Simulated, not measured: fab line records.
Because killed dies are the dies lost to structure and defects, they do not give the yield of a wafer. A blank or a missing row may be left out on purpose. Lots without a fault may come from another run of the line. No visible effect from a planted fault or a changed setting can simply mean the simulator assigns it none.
fab line records :: flow sky130
record
  lots=6
  wafers=18
  last-day=50
route steps=708 shown VIA2@510
lots with no fault: from the same line, run without faults
start-h: hours from the record's first day to the start of the lot's first wafer shown :: wait-h: time in hours since the lot's previous step :: " as in the row above :: L1.1+2: several wafers, shown together as one row :: - no value, or no start given :: * or withheld: withheld :: < > ~ a bound
route shown NAME@n: a module of which the file shows steps, and the number in the route of the first :: usual: mean/standard deviation of fault-free wafers :: same: alike in all rows :: chamber/n: place in a boat :: sites: the reading at each site :: _std_site: their standard deviation :: _edge_site: inner sites' mean taken away from outer sites' mean :: radius-mm: for every site, how far away it sits from the centre of the wafer :: mask NAME#n: copy n :: behind: the most recent tool/chamber to have shaped the wafer :: hold: why the lot went on hold/how many hours it stayed there/how the hold came to an end :: device: names the non-switching transistor (n, p or np) :: end of line: tests run on the same wafers once the route is complete :: step lacking rows: just its recipe :: killed: count of dies lost to structure and defects at first sort (not the wafer's yield) :: map: a wafer's dies, marking killed ones x, the rest . and places with no die _
set.NAME: setting as actually run; set.NAME@STEP: the setting as run at that earlier step :: model.NAME: the simulator's own value behind a step, which no gauge read
certain route steps with their lots: each step a table, each wafer a row
services: the hour from which a tool's chamber was out of use, counted from the record's first day as start-h (under 0 if before that day), plus the number of hours and why
## steps
# step SKY_VIA2_BOW_MEAS_03
# recipe
  mode=bow
# usual
  VIA2_BOW=88/7.2
lot.wafer: L924.1
tool: film-metro-03
chamber: -
start-h: 826.67
wait-h: 0.1
VIA2_BOW[um]: 99

lot.wafer: L924.4
tool: film-metro-03
chamber: -
start-h: 826.67
wait-h: 0.1
VIA2_BOW[um]: 99

lot.wafer: L924.5
tool: film-metro-03
chamber: -
start-h: 826.67
wait-h: 0.1
VIA2_BOW[um]: 90

lot.wafer: L928.2
tool: film-metro-02
chamber: -
start-h: 867.77
wait-h: 0.2
VIA2_BOW[um]: 93

lot.wafer: L928.3
tool: film-metro-02
chamber: -
start-h: 867.77
wait-h: 0.2
VIA2_BOW[um]: 84

lot.wafer: L928.5
tool: film-metro-02
chamber: -
start-h: 867.77
wait-h: 0.2
VIA2_BOW[um]: 79

lot.wafer: L940.3
tool: film-metro-03
chamber: -
start-h: 948.58
wait-h: 0.1
VIA2_BOW[um]: 98

lot.wafer: L940.4
tool: film-metro-03
chamber: -
start-h: 948.58
wait-h: 0.1
VIA2_BOW[um]: 90

lot.wafer: L940.6
tool: film-metro-03
chamber: -
start-h: 948.58
wait-h: 0.1
VIA2_BOW[um]: 94

lot.wafer: L941.2
tool: film-metro-02
chamber: -
start-h: 959.83
wait-h: 0.2
VIA2_BOW[um]: 93

lot.wafer: L941.3
tool: film-metro-02
chamber: -
start-h: 959.83
wait-h: 0.2
VIA2_BOW[um]: 80

lot.wafer: L941.5
tool: film-metro-02
chamber: -
start-h: 959.83
wait-h: 0.2
VIA2_BOW[um]: 74

lot.wafer: L946.1
tool: film-metro-02
chamber: -
start-h: 999.99
wait-h: 0.2
VIA2_BOW[um]: 107

lot.wafer: L946.2
tool: film-metro-02
chamber: -
start-h: 999.99
wait-h: 0.2
VIA2_BOW[um]: 73

lot.wafer: L946.6
tool: film-metro-02
chamber: -
start-h: 999.99
wait-h: 0.2
VIA2_BOW[um]: 94

lot.wafer: L945.2
tool: film-metro-02
chamber: -
start-h: 1000.96
wait-h: 0.2
VIA2_BOW[um]: 95

lot.wafer: L945.4
tool: film-metro-02
chamber: -
start-h: 1000.96
wait-h: 0.2
VIA2_BOW[um]: 77

lot.wafer: L945.6
tool: film-metro-02
chamber: -
start-h: 1000.96
wait-h: 0.2
VIA2_BOW[um]: 86
# step SKY_VIA2_DEHYDRATE_04
# recipe
  temp-c=200
  time-s=60
# step SKY_VIA2_HMDS_05
# recipe
  prime-time-s=60
  prime-temp-c=120
# step SKY_VIA2_COAT_06
# recipe
  resist=BARC
  temp-c=withheld
  time-s=withheld
  spin-rpm=3000
  resist-thk-nm=60
# step SKY_VIA2_COAT_07
# recipe
  resist=KrF-thick
  spin-rpm=3000
  resist-thk-nm=450
# step SKY_VIA2_SOFTBAKE_08
# recipe
  temp-c=100
  time-s=90
  resist=KrF-thick
# step SKY_VIA2_EXPOSE_09
# recipe
  mask-id=VIM2
  na=0.8
  source-shape=annular
  sigma-inner=0.55
  sigma-outer=0.85
  target-cd-nm=200
  dose-mj=38.62
# step SKY_VIA2_PEB_10
# recipe
  peb-temp-c=withheld
  peb-time-s=withheld
  resist=KrF-thick
# step SKY_VIA2_DEVELOP_11
# recipe
  develop-time-s=60
  resist=KrF-thick
  dev-temp-c=21
# step SKY_VIA2_CD_MEAS_12
# recipe
  target-cd-nm=200
# usual
  cd-nm=200.0/1.5
lot.wafer: L924.1
tool: cd-sem-01
chamber: -
start-h: 852.31
wait-h: -
cd-nm: 199.8

lot.wafer: L924.4
tool: cd-sem-01
chamber: -
start-h: 852.31
wait-h: -
cd-nm: 199.9

lot.wafer: L924.5
tool: cd-sem-01
chamber: -
start-h: 852.31
wait-h: -
cd-nm: 198.0

lot.wafer: L928.2
tool: cd-sem-01
chamber: -
start-h: 893.39
wait-h: -
cd-nm: 197.9

lot.wafer: L928.3
tool: cd-sem-01
chamber: -
start-h: 893.39
wait-h: -
cd-nm: 198.0

lot.wafer: L928.5
tool: cd-sem-01
chamber: -
start-h: 893.39
wait-h: -
cd-nm: 198.5

lot.wafer: L940.3
tool: cd-sem-02
chamber: -
start-h: 973.06
wait-h: -
cd-nm: 200.9

lot.wafer: L940.4
tool: cd-sem-02
chamber: -
start-h: 973.06
wait-h: -
cd-nm: 200.5

lot.wafer: L940.6
tool: cd-sem-02
chamber: -
start-h: 973.06
wait-h: -
cd-nm: 201.1

lot.wafer: L941.2
tool: cd-sem-01
chamber: -
start-h: 983.08
wait-h: -
cd-nm: 201.7

lot.wafer: L941.3
tool: cd-sem-01
chamber: -
start-h: 983.08
wait-h: -
cd-nm: 200.6

lot.wafer: L941.5
tool: cd-sem-01
chamber: -
start-h: 983.08
wait-h: -
cd-nm: 201.5

lot.wafer: L946.1
tool: cd-sem-01
chamber: -
start-h: 1022.86
wait-h: -
cd-nm: 200.0

lot.wafer: L946.2
tool: cd-sem-01
chamber: -
start-h: 1022.86
wait-h: -
cd-nm: 199.1

lot.wafer: L946.6
tool: cd-sem-01
chamber: -
start-h: 1022.86
wait-h: -
cd-nm: 200.9

lot.wafer: L945.2
tool: cd-sem-02
chamber: -
start-h: 1023.83
wait-h: -
cd-nm: 202.0

lot.wafer: L945.4
tool: cd-sem-02
chamber: -
start-h: 1023.83
wait-h: -
cd-nm: 202.3

lot.wafer: L945.6
tool: cd-sem-02
chamber: -
start-h: 1023.83
wait-h: -
cd-nm: 203.3
# step SKY_VIA2_OVL_MEAS_13
# usual
  VIA2_OVL=1/5.3
lot.wafer: L924.1
tool: overlay-02
chamber: -
start-h: 852.43
wait-h: 0.1
VIA2_OVL[nm]: 0

lot.wafer: L924.4
tool: overlay-02
chamber: -
start-h: 852.43
wait-h: 0.1
VIA2_OVL[nm]: 1

lot.wafer: L924.5
tool: overlay-02
chamber: -
start-h: 852.43
wait-h: 0.1
VIA2_OVL[nm]: -1

lot.wafer: L928.2
tool: overlay-01
chamber: -
start-h: 893.50
wait-h: 0.1
VIA2_OVL[nm]: -1

lot.wafer: L928.3
tool: overlay-01
chamber: -
start-h: 893.50
wait-h: 0.1
VIA2_OVL[nm]: -3

lot.wafer: L928.5
tool: overlay-01
chamber: -
start-h: 893.50
wait-h: 0.1
VIA2_OVL[nm]: -2

lot.wafer: L940.3
tool: overlay-02
chamber: -
start-h: 973.15
wait-h: 0.1
VIA2_OVL[nm]: -5

lot.wafer: L940.4
tool: overlay-02
chamber: -
start-h: 973.15
wait-h: 0.1
VIA2_OVL[nm]: 0

lot.wafer: L940.6
tool: overlay-02
chamber: -
start-h: 973.15
wait-h: 0.1
VIA2_OVL[nm]: -4

lot.wafer: L941.2
tool: overlay-02
chamber: -
start-h: 983.19
wait-h: 0.1
VIA2_OVL[nm]: 11

lot.wafer: L941.3
tool: overlay-02
chamber: -
start-h: 983.19
wait-h: 0.1
VIA2_OVL[nm]: 1

lot.wafer: L941.5
tool: overlay-02
chamber: -
start-h: 983.19
wait-h: 0.1
VIA2_OVL[nm]: 3

lot.wafer: L946.1
tool: overlay-01
chamber: -
start-h: 1022.98
wait-h: 0.1
VIA2_OVL[nm]: 2

lot.wafer: L946.2
tool: overlay-01
chamber: -
start-h: 1022.98
wait-h: 0.1
VIA2_OVL[nm]: -4

lot.wafer: L946.6
tool: overlay-01
chamber: -
start-h: 1022.98
wait-h: 0.1
VIA2_OVL[nm]: -2

lot.wafer: L945.2
tool: overlay-02
chamber: -
start-h: 1023.94
wait-h: 0.1
VIA2_OVL[nm]: -2

lot.wafer: L945.4
tool: overlay-02
chamber: -
start-h: 1023.94
wait-h: 0.1
VIA2_OVL[nm]: 2

lot.wafer: L945.6
tool: overlay-02
chamber: -
start-h: 1023.94
wait-h: 0.1
VIA2_OVL[nm]: 3
# step SKY_VIA2_ETCH_14
# recipe
  chemistry=N2/H2
  target=BARC
  ion-energy-ev=200
  source-w=500
  bias-w=100
  pressure-mtorr=30
  n2-flow-sccm=100
  h2-flow-sccm=200
  stop-on=SiO2
  time-s=45.9
  target-depth-a=600
# usual
  bias-w=100.02/0.27
  chamber-pressure-mTorr=30.00/0.031
  drypump-motor-current-A=5.8/0.47
  h2-flow-sccm=199.9/0.62
  oes-product-au=0.855/0.0044
  throttle-valve-pct=13.225/0.009
lot.wafer: L924.1
tool: rie-diel-04
chamber: 2
start-h: 852.47
wait-h: 0.0
bias-w: 100.21
chamber-pressure-mTorr: 29.99
drypump-motor-current-A: 5.4
h2-flow-sccm: 199.7
oes-product-au: 0.858
rf-hours-counter-h: 2
throttle-valve-pct: 13.227

lot.wafer: L924.4
tool: rie-diel-04
chamber: 3
start-h: 852.47
wait-h: 0.0
bias-w: 100.15
chamber-pressure-mTorr: 30.05
drypump-motor-current-A: 6.1
h2-flow-sccm: 200.2
oes-product-au: 0.865
rf-hours-counter-h: 14
throttle-valve-pct: 13.231

lot.wafer: L924.5
tool: rie-diel-04
chamber: 3
start-h: 852.47
wait-h: 0.0
bias-w: 100.26
chamber-pressure-mTorr: 29.95
drypump-motor-current-A: 6.1
h2-flow-sccm: 199.8
oes-product-au: 0.850
rf-hours-counter-h: -
throttle-valve-pct: 13.233

lot.wafer: L928.2
tool: rie-diel-01
chamber: 1
start-h: 893.53
wait-h: 0.0
bias-w: 99.72
chamber-pressure-mTorr: 29.98
drypump-motor-current-A: 5.7
h2-flow-sccm: 199.6
oes-product-au: 0.864
rf-hours-counter-h: 9
throttle-valve-pct: 13.221

lot.wafer: L928.3
tool: rie-diel-01
chamber: 2
start-h: 893.53
wait-h: 0.0
bias-w: 100.43
chamber-pressure-mTorr: 29.98
drypump-motor-current-A: 6.6
h2-flow-sccm: 199.4
oes-product-au: 0.849
rf-hours-counter-h: 0
throttle-valve-pct: 13.216

lot.wafer: L928.5
tool: rie-diel-01
chamber: 1
start-h: 893.53
wait-h: 0.0
bias-w: 100.30
chamber-pressure-mTorr: 29.98
drypump-motor-current-A: 5.7
h2-flow-sccm: 199.5
oes-product-au: 0.853
rf-hours-counter-h: -
throttle-valve-pct: 13.213

lot.wafer: L940.3
tool: rie-diel-03
chamber: 1
start-h: 973.18
wait-h: 0.0
bias-w: 99.96
chamber-pressure-mTorr: 29.95
drypump-motor-current-A: 5.7
h2-flow-sccm: 200.6
oes-product-au: 0.865
rf-hours-counter-h: 13
throttle-valve-pct: 13.226

lot.wafer: L940.4
tool: rie-diel-03
chamber: 3
start-h: 973.18
wait-h: 0.0
bias-w: 100.41
chamber-pressure-mTorr: 29.96
drypump-motor-current-A: 6.5
h2-flow-sccm: 201.0
oes-product-au: 0.856
rf-hours-counter-h: 1
throttle-valve-pct: 13.217

lot.wafer: L940.6
tool: rie-diel-03
chamber: 1
start-h: 973.18
wait-h: 0.0
bias-w: 100.25
chamber-pressure-mTorr: 29.97
drypump-motor-current-A: 5.7
h2-flow-sccm: 199.4
oes-product-au: 0.854
rf-hours-counter-h: -
throttle-valve-pct: 13.221

lot.wafer: L941.2
tool: rie-diel-04
chamber: 3
start-h: 983.22
wait-h: 0.0
bias-w: 99.88
chamber-pressure-mTorr: 30.02
drypump-motor-current-A: 6.1
h2-flow-sccm: 199.8
oes-product-au: 0.859
rf-hours-counter-h: 18
throttle-valve-pct: 13.232

lot.wafer: L941.3
tool: rie-diel-04
chamber: 0
start-h: 983.22
wait-h: 0.0
bias-w: 99.97
chamber-pressure-mTorr: 30.00
drypump-motor-current-A: 5.5
h2-flow-sccm: 200.1
oes-product-au: 0.851
rf-hours-counter-h: 16
throttle-valve-pct: 13.218

lot.wafer: L941.5
tool: rie-diel-04
chamber: 1
start-h: 983.22
wait-h: 0.0
bias-w: 100.37
chamber-pressure-mTorr: 29.96
drypump-motor-current-A: 6.2
h2-flow-sccm: 200.1
oes-product-au: 0.850
rf-hours-counter-h: -
throttle-valve-pct: 13.209

lot.wafer: L946.1
tool: rie-diel-01
chamber: 2
start-h: 1023.02
wait-h: 0.0
bias-w: 99.78
chamber-pressure-mTorr: 30.04
drypump-motor-current-A: 6.6
h2-flow-sccm: 200.3
oes-product-au: 0.848
rf-hours-counter-h: 4
throttle-valve-pct: 13.229

lot.wafer: L946.2
tool: rie-diel-01
chamber: 1
start-h: 1023.02
wait-h: 0.0
bias-w: 100.13
chamber-pressure-mTorr: 29.97
drypump-motor-current-A: 5.7
h2-flow-sccm: 199.7
oes-product-au: 0.855
rf-hours-counter-h: 12
throttle-valve-pct: 13.222

lot.wafer: L946.6
tool: rie-diel-01
chamber: 0
start-h: 1023.02
wait-h: 0.0
bias-w: 99.82
chamber-pressure-mTorr: 30.00
drypump-motor-current-A: 6.5
h2-flow-sccm: 199.4
oes-product-au: 0.857
rf-hours-counter-h: -
throttle-valve-pct: 13.225

lot.wafer: L945.2
tool: rie-diel-03
chamber: 0
start-h: 1023.97
wait-h: 0.0
bias-w: 100.33
chamber-pressure-mTorr: 30.03
drypump-motor-current-A: 5.6
h2-flow-sccm: 200.4
oes-product-au: 0.856
rf-hours-counter-h: 18
throttle-valve-pct: 13.219

lot.wafer: L945.4
tool: rie-diel-03
chamber: 3
start-h: 1023.97
wait-h: 0.0
bias-w: 100.34
chamber-pressure-mTorr: 29.97
drypump-motor-current-A: 6.5
h2-flow-sccm: 199.8
oes-product-au: 0.851
rf-hours-counter-h: 3
throttle-valve-pct: 13.229

lot.wafer: L945.6
tool: rie-diel-03
chamber: 1
start-h: 1023.97
wait-h: 0.0
bias-w: 99.94
chamber-pressure-mTorr: 30.02
drypump-motor-current-A: 5.7
h2-flow-sccm: 199.9
oes-product-au: 0.852
rf-hours-counter-h: -
throttle-valve-pct: 13.220
# step SKY_VIA2_ETCH_15
# recipe
  target=SiO2
  chemistry=C4F8/O2/Ar
  target-depth-nm=546
  stop-on=TiN
  mask-material=KrF-thick
  source-w=1500
  bias-w=1200
  pressure-mtorr=40
  c4f8-flow-sccm=withheld
  O2_flow_sccm=6
  Ar_flow_sccm=300
  time-s=84
# usual
  bias-w=1200/3.7
  chamber-pressure-mTorr=40.00/0.037
  oes-product-au=0.939/0.0049
lot.wafer: L924.1
tool: rie-diel-04
chamber: 2
start-h: 852.51
wait-h: 0.0
bias-w: 1200
chamber-pressure-mTorr: 39.99
oes-product-au: 0.937
rf-hours-counter-h: 2
model.KrF-thick_of_VIA2_COAT_07.thk-nm: 282.6

lot.wafer: L924.4
tool: rie-diel-04
chamber: 3
start-h: 852.51
wait-h: 0.0
bias-w: 1207
chamber-pressure-mTorr: 39.98
oes-product-au: 0.950
rf-hours-counter-h: 14
model.KrF-thick_of_VIA2_COAT_07.thk-nm: 286

lot.wafer: L924.5
tool: rie-diel-04
chamber: 3
start-h: 852.51
wait-h: 0.0
bias-w: 1206
chamber-pressure-mTorr: 40.05
oes-product-au: 0.935
rf-hours-counter-h: -
model.KrF-thick_of_VIA2_COAT_07.thk-nm: 284.5

lot.wafer: L928.2
tool: rie-diel-01
chamber: 1
start-h: 893.57
wait-h: 0.0
bias-w: 1204
chamber-pressure-mTorr: 40.00
oes-product-au: 0.942
rf-hours-counter-h: 9
model.KrF-thick_of_VIA2_COAT_07.thk-nm: 277.4

lot.wafer: L928.3
tool: rie-diel-01
chamber: 2
start-h: 893.57
wait-h: 0.0
bias-w: 1205
chamber-pressure-mTorr: 39.97
oes-product-au: 0.927
rf-hours-counter-h: 0
model.KrF-thick_of_VIA2_COAT_07.thk-nm: 279.9

lot.wafer: L928.5
tool: rie-diel-01
chamber: 1
start-h: 893.57
wait-h: 0.0
bias-w: 1202
chamber-pressure-mTorr: 40.01
oes-product-au: 0.936
rf-hours-counter-h: -
model.KrF-thick_of_VIA2_COAT_07.thk-nm: 277.7

lot.wafer: L940.3
tool: rie-diel-03
chamber: 1
start-h: 973.22
wait-h: 0.0
bias-w: -
chamber-pressure-mTorr: -
oes-product-au: -
rf-hours-counter-h: -
model.KrF-thick_of_VIA2_COAT_07.thk-nm: 392.2

lot.wafer: L940.4
tool: rie-diel-03
chamber: 3
start-h: 973.22
wait-h: 0.0
bias-w: -
chamber-pressure-mTorr: -
oes-product-au: -
rf-hours-counter-h: -
model.KrF-thick_of_VIA2_COAT_07.thk-nm: 394.2

lot.wafer: L940.6
tool: rie-diel-03
chamber: 1
start-h: 973.22
wait-h: 0.0
bias-w: -
chamber-pressure-mTorr: -
oes-product-au: -
rf-hours-counter-h: -
model.KrF-thick_of_VIA2_COAT_07.thk-nm: 392.1

lot.wafer: L941.2
tool: rie-diel-04
chamber: 3
start-h: 983.26
wait-h: 0.0
bias-w: -
chamber-pressure-mTorr: -
oes-product-au: -
rf-hours-counter-h: -
model.KrF-thick_of_VIA2_COAT_07.thk-nm: 397.1

lot.wafer: L941.3
tool: rie-diel-04
chamber: 0
start-h: 983.26
wait-h: 0.0
bias-w: -
chamber-pressure-mTorr: -
oes-product-au: -
rf-hours-counter-h: -
model.KrF-thick_of_VIA2_COAT_07.thk-nm: 393.5

lot.wafer: L941.5
tool: rie-diel-04
chamber: 1
start-h: 983.26
wait-h: 0.0
bias-w: -
chamber-pressure-mTorr: -
oes-product-au: -
rf-hours-counter-h: -
model.KrF-thick_of_VIA2_COAT_07.thk-nm: 396.1

lot.wafer: L946.1
tool: rie-diel-01
chamber: 2
start-h: 1023.06
wait-h: 0.0
bias-w: 1203
chamber-pressure-mTorr: 40.03
oes-product-au: 0.941
rf-hours-counter-h: 4
model.KrF-thick_of_VIA2_COAT_07.thk-nm: 280.3

lot.wafer: L946.2
tool: rie-diel-01
chamber: 1
start-h: 1023.06
wait-h: 0.0
bias-w: 1203
chamber-pressure-mTorr: 39.95
oes-product-au: 0.934
rf-hours-counter-h: 12
model.KrF-thick_of_VIA2_COAT_07.thk-nm: 278

lot.wafer: L946.6
tool: rie-diel-01
chamber: 0
start-h: 1023.06
wait-h: 0.0
bias-w: 1194
chamber-pressure-mTorr: 39.99
oes-product-au: 0.937
rf-hours-counter-h: -
model.KrF-thick_of_VIA2_COAT_07.thk-nm: 284

lot.wafer: L945.2
tool: rie-diel-03
chamber: 0
start-h: 1024.01
wait-h: 0.0
bias-w: 1198
chamber-pressure-mTorr: 39.99
oes-product-au: 0.950
rf-hours-counter-h: 18
model.KrF-thick_of_VIA2_COAT_07.thk-nm: 282.5

lot.wafer: L945.4
tool: rie-diel-03
chamber: 3
start-h: 1024.01
wait-h: 0.0
bias-w: 1203
chamber-pressure-mTorr: 40.01
oes-product-au: 0.937
rf-hours-counter-h: 3
model.KrF-thick_of_VIA2_COAT_07.thk-nm: 286.1

lot.wafer: L945.6
tool: rie-diel-03
chamber: 1
start-h: 1024.01
wait-h: 0.0
bias-w: 1202
chamber-pressure-mTorr: 40.00
oes-product-au: 0.940
rf-hours-counter-h: -
model.KrF-thick_of_VIA2_COAT_07.thk-nm: 282.5
# step SKY_VIA2_STRIP_16
# recipe
  chemistry=O2/N2
  power-w=1400
  pressure-mtorr=1500
  platen-temp-c=withheld
  o2-flow-sccm=3000
  n2-flow-sccm=300
  overash-fraction=0.5
# usual
  drypump-motor-current-A=5.6/0.46
  o2-flow-sccm=3000/9.1
  oes-product-au=0.399/0.0048
  strip-time-to-endpoint-s=4.04/0.037
lot.wafer: L924.1
tool: plasma-asher-03
chamber: 0
start-h: 852.57
wait-h: 0.0
drypump-motor-current-A: 5.9
o2-flow-sccm: 2997
oes-product-au: 0.398
rf-hours-counter-h: 76
strip-time-to-endpoint-s: 4.04

lot.wafer: L924.4
tool: plasma-asher-03
chamber: 1
start-h: 852.57
wait-h: 0.0
drypump-motor-current-A: 6.5
o2-flow-sccm: 2989
oes-product-au: 0.397
rf-hours-counter-h: -
strip-time-to-endpoint-s: 4.09

lot.wafer: L924.5
tool: plasma-asher-03
chamber: 1
start-h: 852.57
wait-h: 0.0
drypump-motor-current-A: 6.5
o2-flow-sccm: 3007
oes-product-au: 0.396
rf-hours-counter-h: -
strip-time-to-endpoint-s: 4.07

lot.wafer: L928.2
tool: plasma-asher-02
chamber: 1
start-h: 893.64
wait-h: 0.0
drypump-motor-current-A: 5.4
o2-flow-sccm: 2987
oes-product-au: 0.395
rf-hours-counter-h: 105
strip-time-to-endpoint-s: 4.00

lot.wafer: L928.3
tool: plasma-asher-02
chamber: 0
start-h: 893.64
wait-h: 0.0
drypump-motor-current-A: 5.9
o2-flow-sccm: 2995
oes-product-au: 0.400
rf-hours-counter-h: -
strip-time-to-endpoint-s: 4.02

lot.wafer: L928.5
tool: plasma-asher-02
chamber: 0
start-h: 893.64
wait-h: 0.0
drypump-motor-current-A: 5.8
o2-flow-sccm: 2989
oes-product-au: 0.393
rf-hours-counter-h: -
strip-time-to-endpoint-s: 4.00

lot.wafer: L940.3
tool: plasma-asher-01
chamber: 0
start-h: 973.32
wait-h: 0.1
drypump-motor-current-A: 5.2
o2-flow-sccm: 2990
oes-product-au: 0.445
rf-hours-counter-h: -
strip-time-to-endpoint-s: 5.19

lot.wafer: L940.4
tool: plasma-asher-01
chamber: 1
start-h: 973.32
wait-h: 0.1
drypump-motor-current-A: 5.2
o2-flow-sccm: 3001
oes-product-au: 0.451
rf-hours-counter-h: -
strip-time-to-endpoint-s: 5.22

lot.wafer: L940.6
tool: plasma-asher-01
chamber: 1
start-h: 973.32
wait-h: 0.1
drypump-motor-current-A: 5.2
o2-flow-sccm: 3004
oes-product-au: 0.447
rf-hours-counter-h: -
strip-time-to-endpoint-s: 5.19

lot.wafer: L941.2
tool: plasma-asher-02
chamber: 0
start-h: 983.32
wait-h: 0.0
drypump-motor-current-A: 5.9
o2-flow-sccm: 2986
oes-product-au: 0.451
rf-hours-counter-h: 114
strip-time-to-endpoint-s: 5.26

lot.wafer: L941.3
tool: plasma-asher-02
chamber: 0
start-h: 983.32
wait-h: 0.0
drypump-motor-current-A: 5.9
o2-flow-sccm: 2984
oes-product-au: 0.441
rf-hours-counter-h: -
strip-time-to-endpoint-s: 5.20

lot.wafer: L941.5
tool: plasma-asher-02
chamber: 0
start-h: 983.32
wait-h: 0.0
drypump-motor-current-A: 5.8
o2-flow-sccm: 3005
oes-product-au: 0.449
rf-hours-counter-h: -
strip-time-to-endpoint-s: 5.22

lot.wafer: L946.1
tool: plasma-asher-01
chamber: 0
start-h: 1023.12
wait-h: 0.0
drypump-motor-current-A: 5.2
o2-flow-sccm: 3006
oes-product-au: 0.403
rf-hours-counter-h: 59
strip-time-to-endpoint-s: 4.02

lot.wafer: L946.2
tool: plasma-asher-01
chamber: 1
start-h: 1023.12
wait-h: 0.0
drypump-motor-current-A: 5.2
o2-flow-sccm: 3011
oes-product-au: 0.394
rf-hours-counter-h: 59
strip-time-to-endpoint-s: 4.00

lot.wafer: L946.6
tool: plasma-asher-01
chamber: 0
start-h: 1023.12
wait-h: 0.0
drypump-motor-current-A: 5.2
o2-flow-sccm: 3015
oes-product-au: 0.401
rf-hours-counter-h: -
strip-time-to-endpoint-s: 4.05

lot.wafer: L945.2
tool: plasma-asher-02
chamber: 1
start-h: 1024.07
wait-h: 0.0
drypump-motor-current-A: 5.4
o2-flow-sccm: 2996
oes-product-au: 0.405
rf-hours-counter-h: 117
strip-time-to-endpoint-s: 4.04

lot.wafer: L945.4
tool: plasma-asher-02
chamber: 1
start-h: 1024.07
wait-h: 0.0
drypump-motor-current-A: 5.5
o2-flow-sccm: 3006
oes-product-au: 0.393
rf-hours-counter-h: -
strip-time-to-endpoint-s: 4.07

lot.wafer: L945.6
tool: plasma-asher-02
chamber: 1
start-h: 1024.07
wait-h: 0.0
drypump-motor-current-A: 5.5
o2-flow-sccm: 3000
oes-product-au: 0.402
rf-hours-counter-h: -
strip-time-to-endpoint-s: 4.04
# step SKY_VIA2_STRIP_17
# recipe
  chemistry=post-etch-residue-remover
  time-s=1200
  temp-c=72.5
## services
tool: rie-diel-03
chamber: 1
start-h: 848.87
hours: 39.3
kind: repair

tool: rie-diel-01
chamber: 2
start-h: 850.89
hours: -
kind: clean

tool: rie-diel-01
chamber: 2
start-h: 850.89
hours: 23.5
kind: scheduled-down

tool: rie-diel-01
chamber: 2
start-h: 850.89
hours: 23.5
kind: vent-cycle

tool: rie-diel-04
chamber: -
start-h: 854.65
hours: 0.6
kind: repair

tool: rie-diel-04
chamber: 1
start-h: 860.03
hours: 1.4
kind: repair

tool: plasma-asher-01
chamber: -
start-h: 885.80
hours: 7.4
kind: repair

tool: rie-diel-03
chamber: 3
start-h: 889.32
hours: 7.5
kind: repair

tool: rie-diel-03
chamber: 3
start-h: 896.86
hours: -
kind: clean

tool: rie-diel-03
chamber: 3
start-h: 896.86
hours: 37.8
kind: scheduled-down

tool: rie-diel-03
chamber: 3
start-h: 896.86
hours: 37.8
kind: vent-cycle

tool: plasma-asher-03
chamber: -
start-h: 911.56
hours: 3.2
kind: repair

tool: plasma-asher-02
chamber: -
start-h: 929.95
hours: 3.3
kind: repair

tool: rie-diel-04
chamber: 3
start-h: 939.36
hours: 9.7
kind: repair

tool: plasma-asher-02
chamber: -
start-h: 954.02
hours: 2.8
kind: pm

tool: plasma-asher-03
chamber: -
start-h: 958.84
hours: 1.6
kind: repair

tool: rie-diel-04
chamber: 3
start-h: 985.38
hours: 8.4
kind: repair

tool: plasma-asher-03
chamber: -
start-h: 990.17
hours: 1.4
kind: repair

tool: plasma-asher-02
chamber: -
start-h: 1010.55
hours: 5.3
kind: repair

tool: plasma-asher-02
chamber: -
start-h: 1015.91
hours: 2.4
kind: repair
## key
first-sign
  step=SKY_VIA2_ETCH_15
  reading=tool-record
  direction=missing
effect
  step=SKY_VIA2_STRIP_16
  reading=strip-time-to-endpoint-s
  direction=up
  sigmas=31
  usual=*
  struck=*
model-effect
  step=SKY_VIA2_ETCH_15
  value=KrF-thick_of_VIA2_COAT_07.thk-nm
  without=284.9
  struck=394.2
met-at SKY_VIA2_ETCH_15
struck-wafers L940.3,L940.4,L940.6,L941.2,L941.3,L941.5
later-rows-left-out L940.3,L940.4,L940.6,L941.2,L941.3,L941.5
sort-left-out L940.3,L940.4,L940.6,L941.2,L941.3,L941.5
onset-between 852.51 973.22
fault
  kind=skipped-step-whole
  tool=rie-diel-03,rie-diel-04
  chamber=-
  onset-h=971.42
  steps=SKY_VIA2_ETCH_15
  scope=struck-lots-only
# sort-left-out: the simulated sort isn't trusted on such a fault, so these wafers' sort isn't shown, and their yield isn't known
# later-rows-left-out: the simulator's readings of these wafers behind a module that went badly wrong aren't trusted and aren't shown, but for the sort
